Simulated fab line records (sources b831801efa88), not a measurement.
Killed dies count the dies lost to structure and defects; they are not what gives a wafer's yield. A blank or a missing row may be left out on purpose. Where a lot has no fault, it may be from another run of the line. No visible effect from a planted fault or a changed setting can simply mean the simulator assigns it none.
fab line records	flow sky130
record: lots: 24	wafers: 72	last-day: 50
route steps=708 shown METAL2@488 METAL3@567 VIA3@585 METAL4@632 VIA4@660 PASSIVATION@681
lots untouched by any fault: they come from a run of this same line in which no faults occurred
start-h: start of the lot's first displayed wafer, in hours after the record's first day	wait-h: hours since the lot's step before	" as in the row above	L1.1+2: a single row standing in for several wafers	- no value present, or no start provided	* or withheld: withheld	< > ~ a bound
route shown NAME@n: names a module that has steps shown in the file, with the first one's number in the route	usual: the fault-free wafers' mean and standard deviation	same: alike in all rows	chamber/n: place in a boat	sites: per-site readings	_std_site: standard deviation across them	_edge_site: outer sites' mean less inner sites'	radius-mm: how far each site lies from the wafer's centre	mask NAME#n: copy n	behind: tool/chamber where the wafer was last shaped	hold: why the lot was held/for how many hours/how that ended	device: transistor that didn't switch, given as n, p or np	end of line: the tests these same wafers got at the end of their route	a step without rows: its recipe alone	killed: not the wafer's yield, but the dies lost to structure and defects at the first sort	map: the dies of a wafer, with x for killed, . for not killed, _ for no die there
set.NAME: the setting as run; set.NAME@STEP: as run at that earlier step	model.NAME: the simulator's own value behind a step, which no gauge read
route steps across a sampled set of lots; one table per step, one row per wafer
services: a tool's chamber out of use, with start hour (start-h, from the record's first day; less than 0 if before it), hours out, and reason
== steps ==
step: SKY_METAL2_RS_MEAS_05
recipe: thk-meas-gauge: four-point-probe	reads: TiN_of_METAL2_SPUTTER_04+Ti_of_METAL2_SPUTTER_03+AlCu_of_METAL2_SPUTTER_02+TiN_of_METAL2_SPUTTER_01+Ti_of_METAL2_SPUTTER_00
usual: METAL2_ALCU_RS: 0.1271/0.0016
lot.wafer	tool	chamber	start-h	wait-h	METAL2_ALCU_RS[ohm/sq]
L074.2	film-metro-03	-	802.87	0.0	0.1263
L074.3	"	-	"	"	0.1261
L074.4	"	-	"	"	0.1251
L075.2	film-metro-02	-	804.29	0.0	0.1252
L075.3	"	-	"	"	0.1248
L075.4	"	-	"	"	0.1246
L076.1	film-metro-02	-	816.89	0.0	0.1266
L076.4	"	-	"	"	0.1276
L076.5	"	-	"	"	0.1274
L077.1	film-metro-01	-	834.02	0.0	0.1277
L077.4	"	-	"	"	0.1284
L077.6	"	-	"	"	0.1285
L079.1	film-metro-02	-	842.80	0.0	0.1282
L079.2	"	-	"	"	0.1275
L079.6	"	-	"	"	0.1285
L078.1	film-metro-02	-	843.18	0.0	0.1279
L078.3	"	-	"	"	0.1275
L078.6	"	-	"	"	0.1272
L080.3	film-metro-01	-	843.24	0.1	0.1264
L080.5	"	-	"	"	0.1258
L080.6	"	-	"	"	0.1265
L081.2	film-metro-02	-	871.99	0.0	0.1270
L081.5	"	-	"	"	0.1275
L081.6	"	-	"	"	0.1274
L083.1	film-metro-02	-	876.99	0.0	0.1252
L083.2	"	-	"	"	0.1254
L083.5	"	-	"	"	0.1268
L082.1	film-metro-01	-	880.94	0.0	0.1288
L082.2	"	-	"	"	0.1278
L082.3	"	-	"	"	0.1285
L084.1	film-metro-01	-	885.66	0.0	0.1262
L084.2	"	-	"	"	0.1264
L084.3	"	-	"	"	0.1270
L085.1	film-metro-02	-	897.70	0.0	0.1254
L085.3	"	-	"	"	0.1260
L085.4	"	-	"	"	0.1248
L086.1	film-metro-01	-	903.35	0.0	0.1277
L086.3	"	-	"	"	0.1283
L086.6	"	-	"	"	0.1275
L088.1	film-metro-01	-	919.96	0.0	0.1283
L088.3	"	-	"	"	0.1282
L088.6	"	-	"	"	0.1295
L087.2	film-metro-01	-	921.24	0.0	0.1230
L087.4	"	-	"	"	0.1232
L087.6	"	-	"	"	0.1243
L090.4	film-metro-03	-	923.51	0.1	0.1288
L090.5	"	-	"	"	0.1277
L090.6	"	-	"	"	0.1271
L089.1	film-metro-01	-	923.89	0.0	0.1256
L089.3	"	-	"	"	0.1258
L089.6	"	-	"	"	0.1252
L091.3	film-metro-01	-	929.20	0.1	0.1253
L091.4	"	-	"	"	0.1262
L091.5	"	-	"	"	0.1249
L092.1	film-metro-01	-	931.98	0.0	0.1292
L092.4	"	-	"	"	0.1298
L092.5	"	-	"	"	0.1299
L093.3	film-metro-02	-	945.19	0.1	0.1290
L093.4	"	-	"	"	0.1299
L093.5	"	-	"	"	0.1298
L094.3	film-metro-03	-	946.93	0.1	0.1282
L094.4	"	-	"	"	0.1278
L094.6	"	-	"	"	0.1297
L095.1	film-metro-02	-	952.35	0.0	0.1256
L095.5	"	-	"	"	0.1263
L095.6	"	-	"	"	0.1252
L096.2	film-metro-03	-	961.85	0.0	0.1291
L096.3	"	-	"	"	0.1289
L096.5	"	-	"	"	0.1287
L097.1	film-metro-03	-	964.91	0.0	0.1261
L097.5	"	-	"	"	0.1262
L097.6	"	-	"	"	0.1245
step: SKY_METAL3_ETCH_17
recipe: target: SiO2	stop-on: TiN	chemistry: C4F8/O2/Ar	source-w: 1500	bias-w: 1200	pressure-mtorr: 40	c4f8-flow-sccm: withheld	O2_flow_sccm: 6	Ar_flow_sccm: 300	time-s: 3.9	target-depth-a: 150
usual: oes-product-au: 0.753/0.0071
lot.wafer	tool	chamber	start-h	wait-h	oes-product-au	rf-hours-counter-h
L074.2	rie-diel-04	0	913.15	0.1	0.745	4
L074.3	"	3	"	"	0.733	8
L074.4	"	2	"	"	0.751	5
L075.2	rie-diel-02	2	913.73	0.1	0.762	10
L075.3	"	3	"	"	0.755	8
L075.4	"	0	"	"	0.768	19
L076.1	rie-diel-02	1	924.07	0.1	0.755	24
L076.4	"	3	"	"	0.757	8
L076.5	"	3	"	"	0.763	-
L077.1	rie-diel-04	1	940.12	0.1	0.745	6
L077.4	"	0	"	"	0.754	4
L077.6	"	1	"	"	0.770	-
L079.1	rie-diel-02	1	949.00	0.1	0.758	24
L079.2	"	2	"	"	0.751	12
L079.6	"	0	"	"	0.750	-
L078.1	rie-diel-03	1	949.23	0.1	0.748	22
L078.3	"	3	"	"	0.758	1
L078.6	"	3	"	"	0.753	-
L080.3	rie-diel-02	2	950.18	0.0	0.749	12
L080.5	"	1	"	"	0.759	-
L080.6	"	2	"	"	0.750	-
L081.2	rie-diel-04	3	975.68	0.1	0.746	10
L081.5	"	3	"	"	0.752	-
L081.6	"	0	"	"	0.754	-
L083.1	rie-diel-02	3	981.57	0.1	0.748	10
L083.2	"	0	"	"	0.750	21
L083.5	"	3	"	"	0.755	-
L082.1	rie-diel-02	3	985.03	0.2	0.757	10
L082.2	"	0	"	"	0.748	21
L082.3	"	2	"	"	0.753	13
L084.1	rie-diel-02	2	987.62	0.1	0.754	13
L084.2	"	3	"	"	0.753	10
L084.3	"	0	"	"	0.754	21
L085.1	rie-diel-03	2	998.28	0.2	0.754	24
L085.3	"	1	"	"	0.760	24
L085.4	"	1	"	"	0.749	-
L086.1	rie-diel-03	0	1004.70	0.1	0.762	13
L086.3	"	3	"	"	0.745	2
L086.6	"	2	"	"	0.756	-
L088.1	rie-diel-04	1	1020.27	0.1	0.746	8
L088.3	"	3	"	"	0.743	11
L088.6	"	0	"	"	0.759	-
L087.2	rie-diel-04	2	1021.90	0.1	0.746	7
L087.4	"	3	"	"	0.756	11
L087.6	"	3	"	"	0.760	-
L090.4	rie-diel-02	2	1022.72	0.0	0.767	14
L090.5	"	3	"	"	0.765	-
L090.6	"	2	"	"	0.750	-
L089.1	rie-diel-03	3	1023.60	0.1	0.749	3
L089.3	"	2	"	"	0.753	25
L089.6	"	3	"	"	0.745	-
L091.3	rie-diel-03	2	1028.40	0.0	0.747	25
L091.4	"	1	"	"	0.754	25
L091.5	"	1	"	"	0.757	-
L092.1	rie-diel-02	1	1031.88	0.1	0.751	1
L092.4	"	2	"	"	0.753	14
L092.5	"	1	"	"	0.754	-
L093.3	rie-diel-02	0	1042.67	0.0	0.746	23
L093.4	"	2	"	"	0.758	14
L093.5	"	1	"	"	0.743	-
L094.3	rie-diel-02	3	1044.88	0.0	0.745	12
L094.4	"	2	"	"	0.766	14
L094.6	"	3	"	"	0.751	-
L095.1	rie-diel-04	0	1050.42	0.1	0.745	8
L095.5	"	2	"	"	0.756	-
L095.6	"	1	"	"	0.761	-
L096.2	rie-diel-02	1	1057.65	0.1	0.745	2
L096.3	"	0	"	"	0.744	23
L096.5	"	2	"	"	0.770	-
L097.1	rie-diel-03	3	1060.47	0.1	0.762	4
L097.5	"	0	"	"	0.757	-
L097.6	"	3	"	"	0.761	-
step: SKY_VIA3_CD_MEAS_12
recipe: target-cd-nm: 200
usual: cd-nm: 199.3/1.5
lot.wafer	tool	chamber	start-h	wait-h	cd-nm
L074.2	cd-sem-02	-	939.39	-	199.0
L074.3	"	-	"	"	200.4
L074.4	"	-	"	"	199.9
L075.2	cd-sem-01	-	940.89	-	199.2
L075.3	"	-	"	"	196.9
L075.4	"	-	"	"	198.2
L076.1	cd-sem-02	-	950.52	-	199.5
L076.4	"	-	"	"	199.1
L076.5	"	-	"	"	199.2
L077.1	cd-sem-02	-	965.52	-	201.2
L077.4	"	-	"	"	201.1
L077.6	"	-	"	"	199.5
L079.1	cd-sem-02	-	974.89	-	197.8
L079.2	"	-	"	"	197.1
L079.6	"	-	"	"	197.4
L078.1	cd-sem-01	-	975.12	-	199.0
L078.3	"	-	"	"	198.5
L078.6	"	-	"	"	199.8
L080.3	cd-sem-02	-	975.78	-	201.5
L080.5	"	-	"	"	201.3
L080.6	"	-	"	"	202.4
L081.2	cd-sem-01	-	1000.66	-	197.2
L081.5	"	-	"	"	198.7
L081.6	"	-	"	"	198.0
L083.1	cd-sem-01	-	1006.69	-	200.0
L083.2	"	-	"	"	201.3
L083.5	"	-	"	"	200.4
L082.1	cd-sem-02	-	1009.39	-	201.3
L082.2	"	-	"	"	199.8
L082.3	"	-	"	"	200.5
L084.1	cd-sem-02	-	1013.32	-	197.1
L084.2	"	-	"	"	198.4
L084.3	"	-	"	"	197.7
L085.1	cd-sem-01	-	1022.79	-	199.6
L085.3	"	-	"	"	199.9
L085.4	"	-	"	"	200.5
L086.1	cd-sem-02	-	1028.49	-	202.9
L086.3	"	-	"	"	202.2
L086.6	"	-	"	"	202.1
L088.1	cd-sem-02	-	1044.64	-	198.7
L088.3	"	-	"	"	197.4
L088.6	"	-	"	"	197.8
L087.2	cd-sem-01	-	1045.91	-	198.6
L087.4	"	-	"	"	200.4
L087.6	"	-	"	"	198.6
L090.4	cd-sem-02	-	1046.98	-	200.6
L090.5	"	-	"	"	199.9
L090.6	"	-	"	"	200.0
L089.1	cd-sem-01	-	1047.84	-	199.9
L089.3	"	-	"	"	199.2
L089.6	"	-	"	"	201.0
L091.3	cd-sem-02	-	1052.21	-	199.2
L091.4	"	-	"	"	199.6
L091.5	"	-	"	"	199.7
L092.1	cd-sem-01	-	1055.64	-	200.0
L092.4	"	-	"	"	200.1
L092.5	"	-	"	"	200.3
L093.3	cd-sem-02	-	1065.78	-	200.0
L093.4	"	-	"	"	200.8
L093.5	"	-	"	"	200.0
L094.3	cd-sem-01	-	1068.33	-	198.2
L094.4	"	-	"	"	197.8
L094.6	"	-	"	"	198.0
L095.1	cd-sem-01	-	1073.07	-	201.0
L095.5	"	-	"	"	202.0
L095.6	"	-	"	"	198.9
L096.2	cd-sem-02	-	1079.94	-	196.4
L096.3	"	-	"	"	198.6
L096.5	"	-	"	"	197.0
L097.1	cd-sem-01	-	1083.24	-	197.0
L097.5	"	-	"	"	197.4
L097.6	"	-	"	"	197.4
step: SKY_METAL4_ETCH_16
recipe: chemistry: N2/H2	target: BARC	ion-energy-ev: 200	bias-w: 100	pressure-mtorr: 30	n2-flow-sccm: 100	h2-flow-sccm: 200	icp-w: 500	stop-on: SiO2	time-s: 88.2	target-depth-a: 600
usual: drypump-motor-current-A: 6.1/0.54	n2-flow-sccm: 100.0/0.33	oes-product-au: 0.626/0.0043	throttle-valve-pct: 13.207/0.0094
lot.wafer	tool	chamber	start-h	wait-h	drypump-motor-current-A	n2-flow-sccm	oes-product-au	rf-hours-counter-h	throttle-valve-pct
L074.2	rie-metal-04	0	989.97	0.1	5.8	100.1	0.632	-	13.224
L074.3	"	0	"	"	5.8	99.9	0.623	-	13.195
L074.4	"	0	"	"	5.8	100.2	0.627	-	13.204
L075.2	rie-metal-03	0	992.18	0.0	6.4	100.2	0.621	6	13.206
L075.3	"	0	"	"	6.4	100.2	0.625	-	13.206
L075.4	"	1	"	"	6.6	99.5	0.625	-	13.222
L076.1	rie-metal-02	0	1000.11	0.0	5.0	100.1	0.632	10	13.202
L076.4	"	1	"	"	6.0	100.9	0.628	-	13.205
L076.5	"	1	"	"	6.0	99.9	0.632	-	13.198
L077.1	rie-metal-04	0	1015.28	0.0	5.8	99.7	0.634	18	13.209
L077.4	"	0	"	"	5.8	99.9	0.629	-	13.204
L077.6	"	0	"	"	5.7	99.8	0.626	-	13.204
L079.1	rie-metal-02	1	1023.16	0.0	6.0	99.7	0.620	9	13.217
L079.2	"	0	"	"	5.0	100.3	0.631	11	13.199
L079.6	"	1	"	"	6.0	99.5	0.627	-	13.212
L078.1	rie-metal-04	0	1024.16	0.0	5.7	100.6	0.629	18	13.188
L078.3	"	0	"	"	5.8	100.3	0.628	-	13.221
L078.6	"	1	"	"	6.5	99.6	0.626	-	13.207
L080.3	rie-metal-02	0	1025.06	0.0	5.0	99.9	0.624	-	13.208
L080.5	"	1	"	"	5.9	100.4	0.635	-	13.196
L080.6	"	0	"	"	5.0	100.0	0.628	-	13.208
L081.2	rie-metal-04	1	1049.33	0.0	6.5	100.2	0.629	6	13.221
L081.5	"	0	"	"	5.8	100.0	0.624	-	13.204
L081.6	"	1	"	"	6.4	99.4	0.625	-	13.211
L083.1	rie-metal-03	1	1054.51	0.1	6.6	99.5	0.624	19	13.198
L083.2	"	1	"	"	6.6	99.8	0.619	-	13.206
L083.5	"	1	"	"	6.6	100.0	0.627	-	13.205
L082.1	rie-metal-03	1	1056.88	0.0	6.6	100.0	0.622	19	13.198
L082.2	"	0	"	"	6.4	99.7	0.623	9	13.201
L082.3	"	0	"	"	6.4	100.0	0.631	-	13.205
L084.1	rie-metal-04	0	1059.51	0.0	5.7	100.3	0.633	21	13.220
L084.2	"	1	"	"	6.5	99.8	0.630	7	13.204
L084.3	"	1	"	"	6.4	100.0	0.633	-	13.209
L085.1	rie-metal-02	0	1069.73	0.0	5.0	100.0	0.624	14	13.204
L085.3	"	0	"	"	5.0	99.9	0.628	-	13.211
L085.4	"	1	"	"	5.9	99.8	0.628	-	13.192
L086.1	rie-metal-02	1	1074.63	0.0	6.0	99.9	0.633	12	13.213
L086.3	"	1	"	"	5.9	100.1	0.621	-	13.204
L086.6	"	0	"	"	5.0	99.7	0.630	-	13.200
L088.1	rie-metal-03	0	1090.48	0.0	6.4	100.5	0.625	11	13.199
L088.3	"	1	"	"	6.7	100.4	0.627	-	13.211
L088.6	"	0	"	"	6.4	100.2	0.631	-	13.209
L087.2	rie-metal-02	1	1091.43	0.0	6.0	100.1	0.624	13	13.207
L087.4	"	0	"	"	5.0	100.4	0.622	-	13.200
L087.6	"	0	"	"	5.0	100.1	0.625	-	13.204
L090.4	rie-metal-03	1	1091.89	0.0	6.6	100.3	0.623	-	13.214
L090.5	"	0	"	"	6.4	99.3	0.626	-	13.207
L090.6	"	1	"	"	6.6	100.2	0.630	-	13.217
L089.1	rie-metal-03	1	1092.71	0.0	6.6	99.5	0.625	22	13.206
L089.3	"	0	"	"	6.4	100.4	0.622	-	13.211
L089.6	"	0	"	"	6.4	100.8	0.628	-	13.210
L091.3	rie-metal-04	1	1097.44	0.0	6.5	99.6	0.622	-	13.187
L091.4	"	0	"	"	5.7	99.9	0.625	-	13.195
L091.5	"	0	"	"	5.7	100.1	0.622	-	13.195
L092.1	rie-metal-03	1	1101.18	0.0	6.6	100.3	0.626	23	13.202
L092.4	"	0	"	"	6.4	100.5	0.621	-	13.215
L092.5	"	0	"	"	6.4	100.1	0.632	-	13.185
L093.3	rie-metal-03	1	1109.64	0.0	6.6	100.5	0.625	-	13.226
L093.4	"	0	"	"	6.4	100.3	0.630	-	13.194
L093.5	"	0	"	"	6.4	100.5	0.627	-	13.204
L094.3	rie-metal-04	1	1112.51	0.0	6.4	99.3	0.628	-	13.223
L094.4	"	0	"	"	5.7	100.6	0.620	-	13.203
L094.6	"	0	"	"	5.7	100.8	0.623	-	13.211
L095.1	rie-metal-02	0	1116.86	0.0	5.0	99.6	0.627	18	13.192
L095.5	"	1	"	"	5.9	100.0	0.627	-	13.197
L095.6	"	0	"	"	5.0	99.8	0.631	-	13.212
L096.2	rie-metal-03	1	1123.61	0.0	6.7	99.8	0.624	25	13.191
L096.3	"	1	"	"	6.7	100.2	0.625	-	13.200
L096.5	"	1	"	"	6.6	100.1	0.621	-	13.212
L097.1	rie-metal-04	0	1126.03	0.0	5.7	100.3	0.621	26	13.228
L097.5	"	0	"	"	5.7	100.7	0.628	-	13.199
L097.6	"	1	"	"	6.4	100.1	0.626	-	13.207
step: SKY_VIA4_CMP_21
recipe: stop-on: SiO2	t-overpolish-s: 25	down-force-psi: 3.5	platen-rpm: 60	target-thk-nm: 0	pad-velocity-m-s: 0.94248
usual: motor-current-A: 11.0/1.1	overpolish-run-s: 25.000/0.0089	time-to-endpoint-s: 123/3.7
lot.wafer	tool	chamber	start-h	wait-h	motor-current-A	overpolish-run-s	time-to-endpoint-s
L074.4	cmp-02	0	1015.81	0.0	11.8	25.002	119
L074.2	"	1	"	"	9.7	24.991	119
L074.3	"	2	"	"	9.6	24.997	120
L075.3	cmp-01	2	1018.40	0.0	13.0	24.999	126
L075.2	"	0	"	"	10.6	25.004	124
L075.4	"	1	"	"	11.8	25.004	123
L076.4	cmp-01	1	1025.82	0.2	11.4	24.998	118
L076.1	"	2	"	"	13.2	25.002	124
L076.5	"	3	"	"	10.1	24.997	123
L077.1	cmp-02	1	1040.45	0.1	10.1	24.997	117
L077.4	"	2	"	"	9.2	24.993	120
L077.6	"	0	"	"	11.0	25.015	123
L079.2	cmp-02	3	1048.59	0.0	10.2	24.996	119
L079.1	"	2	"	"	9.0	25.007	124
L079.6	"	3	"	"	10.7	24.999	119
L078.3	cmp-01	0	1049.34	0.1	11.5	25.000	120
L078.1	"	1	"	"	11.1	25.002	123
L078.6	"	3	"	"	9.8	25.006	124
L080.3	cmp-02	1	1050.07	0.2	9.7	24.995	115
L080.5	"	2	"	"	10.0	25.002	117
L080.6	"	3	"	"	10.8	24.990	117
L081.2	cmp-01	1	1073.72	0.2	11.3	25.002	119
L081.6	"	2	"	"	13.8	25.013	123
L081.5	"	3	"	"	10.8	24.991	127
L083.1	cmp-01	3	1078.90	0.5	10.2	24.985	127
L083.2	"	1	"	"	11.4	24.995	121
L083.5	"	3	"	"	10.4	25.008	122
L082.3	cmp-02	2	1080.49	0.0	10.1	24.994	124
L082.2	"	0	"	"	11.9	24.994	122
L082.1	"	1	"	"	10.4	25.015	124
L084.2	cmp-01	0	1083.00	0.0	11.8	24.991	125
L084.1	"	1	"	"	11.2	25.002	120
L084.3	"	3	"	"	11.0	24.999	130
L085.4	cmp-02	2	1092.64	0.0	9.9	25.010	124
L085.3	"	3	"	"	10.9	24.991	124
L085.1	"	0	"	"	12.2	24.984	120
L086.1	cmp-02	1	1097.64	0.1	10.1	24.997	119
L086.3	"	3	"	"	10.5	25.006	117
L086.6	"	1	"	"	10.5	24.989	124
L088.3	cmp-02	2	1113.49	0.0	10.0	24.997	129
L088.1	"	0	"	"	11.1	25.002	125
L088.6	"	2	"	"	9.7	25.013	128
L087.4	cmp-01	3	1114.73	0.1	10.2	25.010	120
L087.2	"	0	"	"	11.4	25.009	118
L087.6	"	2	"	"	14.0	25.000	125
L090.4	cmp-02	3	1115.41	0.2	11.1	25.007	124
L090.6	"	0	"	"	12.0	24.991	122
L090.5	"	1	"	"	9.8	25.009	120
L089.1	cmp-02	0	1116.08	0.1	11.4	24.991	126
L089.3	"	3	"	"	10.6	25.013	123
L089.6	"	1	"	"	10.1	24.994	125
L091.4	cmp-02	1	1120.20	0.0	10.2	24.998	128
L091.3	"	2	"	"	10.1	25.006	128
L091.5	"	2	"	"	9.9	25.007	129
L092.1	cmp-02	3	1124.20	0.1	10.3	25.008	122
L092.4	"	1	"	"	10.3	25.023	127
L092.5	"	0	"	"	12.1	24.993	126
L093.3	cmp-01	3	1131.97	0.0	10.4	24.987	121
L093.4	"	2	"	"	13.5	24.995	120
L093.5	"	0	"	"	10.9	24.999	122
L094.4	cmp-01	0	1134.66	0.0	11.3	25.007	126
L094.3	"	1	"	"	11.4	25.000	123
L094.6	"	1	"	"	11.7	24.997	126
L095.1	cmp-01	3	1139.07	0.2	10.0	24.994	121
L095.6	"	0	"	"	10.6	25.008	126
L095.5	"	1	"	"	11.5	24.988	121
L096.3	cmp-02	0	1145.54	0.1	12.3	24.994	124
L096.2	"	1	"	"	10.2	24.988	125
L096.5	"	2	"	"	9.8	24.999	128
L097.1	cmp-01	1	1147.88	0.1	10.6	25.000	125
L097.5	"	1	"	"	11.4	25.003	123
L097.6	"	2	"	"	13.0	25.011	123
step: SKY_PASSIVATION_CVD_00
recipe: material: SiO2	target-thk-nm: 90	temp-c: 400	time-s: withheld	rf-w: 600
usual: heater-power-w: 619/100
lot.wafer	tool	chamber	start-h	wait-h	heater-power-w
L074.2	pecvd-04	2	1040.05	0.0	534
L074.3	"	1	"	"	602
L074.4	"	2	"	"	519
L075.2	pecvd-01	1	1041.80	0.0	558
L075.3	"	0	"	"	574
L075.4	"	2	"	"	592
L076.1	pecvd-04	2	1049.92	0.0	507
L076.4	"	2	"	"	496
L076.5	"	0	"	"	792
L077.1	pecvd-02	0	1063.27	0.0	838
L077.4	"	0	"	"	630
L077.6	"	1	"	"	550
L079.1	pecvd-04	2	1071.61	0.0	517
L079.2	"	0	"	"	756
L079.6	"	2	"	"	513
L078.1	pecvd-02	2	1072.16	0.0	723
L078.3	"	0	"	"	762
L078.6	"	1	"	"	607
L080.3	pecvd-01	2	1072.68	0.0	606
L080.5	"	1	"	"	543
L080.6	"	0	"	"	586
L081.2	pecvd-01	0	1095.43	0.0	581
L081.5	"	1	"	"	588
L081.6	"	2	"	"	637
L083.1	pecvd-02	1	1101.10	0.0	660
L083.2	"	0	"	"	785
L083.5	"	0	"	"	800
L082.1	pecvd-04	0	1102.42	0.0	721
L082.2	"	2	"	"	535
L082.3	"	1	"	"	601
L084.1	pecvd-01	2	1104.74	0.0	607
L084.2	"	1	"	"	547
L084.3	"	0	"	"	601
L085.1	pecvd-04	0	1114.69	0.0	826
L085.3	"	1	"	"	592
L085.4	"	0	"	"	842
L086.1	pecvd-02	0	1118.83	0.0	818
L086.3	"	1	"	"	613
L086.6	"	1	"	"	631
L088.1	pecvd-02	1	1133.83	0.0	625
L088.3	"	0	"	"	771
L088.6	"	0	"	"	779
L087.2	pecvd-04	2	1135.20	0.0	498
L087.4	"	2	"	"	496
L087.6	"	1	"	"	602
L090.4	pecvd-01	2	1135.96	0.0	612
L090.5	"	0	"	"	620
L090.6	"	1	"	"	603
L089.1	pecvd-02	1	1136.95	0.0	559
L089.3	"	1	"	"	572
L089.6	"	1	"	"	570
L091.3	pecvd-04	0	1140.79	0.0	825
L091.4	"	1	"	"	603
L091.5	"	0	"	"	835
L092.1	pecvd-04	1	1145.86	0.0	525
L092.4	"	0	"	"	786
L092.5	"	1	"	"	545
L093.3	pecvd-04	0	1152.41	0.0	790
L093.4	"	2	"	"	449
L093.5	"	1	"	"	525
L094.3	pecvd-01	1	1154.90	0.0	569
L094.4	"	0	"	"	569
L094.6	"	2	"	"	540
L095.1	pecvd-01	2	1158.65	0.0	597
L095.5	"	2	"	"	616
L095.6	"	0	"	"	536
L096.2	pecvd-02	0	1165.42	0.0	681
L096.3	"	2	"	"	577
L096.5	"	2	"	"	606
L097.1	pecvd-04	0	1166.56	0.0	743
L097.5	"	1	"	"	534
L097.6	"	2	"	"	472
== services ==
tool	chamber	start-h	hours	kind
cmp-02	-	893.84	1.1	repair
rie-diel-02	3	902.00	4.9	repair
pecvd-04	2	902.29	16.4	repair
cmp-02	-	912.49	4.0	pm
rie-diel-02	0	919.56	2.9	repair
cmp-01	-	928.37	1.1	repair
rie-diel-02	1	961.73	7.5	repair
cmp-01	-	973.00	2.0	repair
rie-diel-02	2	1002.03	5.4	repair
cmp-02	-	1011.56	2.8	repair
cmp-02	-	1031.68	0.3	repair
rie-diel-02	-	1053.78	0.5	repair
cmp-01	-	1059.38	1.0	repair
cmp-01	-	1071.31	2.1	repair
cmp-02	-	1076.67	3.8	pm
cmp-01	-	1084.00	4.0	pm
cmp-02	-	1107.08	1.0	repair
cmp-01	-	1133.99	0.4	repair
rie-diel-02	-	1137.32	0.9	repair
cmp-02	-	1145.95	2.7	repair
cmp-02	-	1150.01	0.9	repair
rie-diel-02	-	1152.38	2.8	pm
cmp-01	-	1155.97	8.5	repair
cmp-02	-	1159.39	1.2	repair
== key ==
fault none
